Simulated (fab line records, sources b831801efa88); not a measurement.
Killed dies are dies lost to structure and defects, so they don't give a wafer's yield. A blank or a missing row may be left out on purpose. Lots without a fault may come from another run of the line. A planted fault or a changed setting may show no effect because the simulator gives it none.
Chamber matching | flow gf180mcu | GF_STI_ETCH_14 on rie_si-01: 4 sister chambers
The step etches Si in HBr/Cl2/O2, target depth 360 nm, time 102.9 s. 18 wafers are shown with their chamber, then 9 later ones without.

WAFERS WITH THEIR CHAMBER
wafer  | chamber | drypump_motor_current_A (A) | oes_product_au (a.u.) | throttle_valve_pct (%)
L191.1 | 0       | 5.5                         | 1.005                 | 25.650
L191.5 | 3       | 6.0                         | 0.992                 | 25.660
L191.6 | 0       | 5.6                         | 0.997                 | 25.658
L192.1 | 3       | 6.0                         | 0.990                 | 25.654
L192.2 | 1       | 6.1                         | 0.997                 | 25.657
L192.5 | 0       | 5.5                         | 1.000                 | 25.657
L196.1 | 1       | 6.0                         | 0.992                 | 25.675
L196.2 | 0       | 5.6                         | 0.997                 | 25.652
L196.6 | 3       | 6.0                         | 0.982                 | 25.660
L197.1 | 1       | 6.0                         | 0.978                 | 25.669
L197.5 | 3       | 6.0                         | 0.987                 | 25.654
L197.6 | 2       | 5.0                         | 1.007                 | 25.659
L203.1 | 0       | 5.6                         | 1.001                 | 25.654
L203.3 | 2       | 5.0                         | 1.002                 | 25.651
L203.6 | 1       | 6.0                         | 0.992                 | 25.665
L210.2 | 0       | 5.5                         | 0.992                 | 25.668
L210.5 | 1       | 6.0                         | 0.992                 | 25.667
L210.6 | 2       | 4.9                         | 0.999                 | 25.667

SIGNATURES (means of the wafers above)
reading                 | chamber 0 | chamber 1 | chamber 2 | chamber 3 | scatter within a chamber
drypump_motor_current_A | 5.550     | 6.020     | 4.967     | 6.000     | 0.046
oes_product_au          | 0.99867   | 0.99020   | 1.00267   | 0.98775   | 0.00529
throttle_valve_pct      | 25.65650  | 25.66660  | 25.65900  | 25.65700  | 0.0062
Rule: a wafer's distance from a chamber is the root of the sum, over the readings, of the square of ((its reading less the chamber's mean) divided by the reading's scatter). The wafer belongs to the nearest chamber; if the next one is less than 2 further off, it can't be placed. The scatter: the root of (the sum of the squares of (reading less its chamber's mean) over the shown wafers, divided by (wafers less chambers)).

WAFERS WITHOUT THEIR CHAMBER
wafer  | drypump_motor_current_A (A) | oes_product_au (a.u.) | throttle_valve_pct (%)
L211.3 | 6.0                         | 1.002                 | 25.661
L211.4 | 6.0                         | 0.996                 | 25.657
L211.6 | 6.0                         | 1.000                 | 25.674
L212.2 | 6.0                         | 0.987                 | 25.662
L212.3 | 5.0                         | 0.998                 | 25.660
L212.6 | 6.0                         | 0.992                 | 25.660
L213.1 | 4.9                         | 0.991                 | 25.666
L213.4 | 5.5                         | 0.989                 | 25.645
L213.5 | 4.9                         | 0.993                 | 25.665

WHICH CHAMBER EACH WENT THROUGH
wafer  | from the rows above     | in truth
L211.3 | can't be placed: 1 or 3 | 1
L211.4 | can't be placed: 3 or 1 | 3
L211.6 | can't be placed: 1 or 3 | 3
L212.2 | can't be placed: 3 or 1 | 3
L212.3 | 2                       | 2
L212.6 | can't be placed: 3 or 1 | 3
L213.1 | 2                       | 2
L213.4 | 0                       | 0
L213.5 | 2                       | 2
Placed correctly: 4 of 9. Can't be placed from these rows: 5 (the true chamber is among the candidates in 5). Placed wrongly: 0.
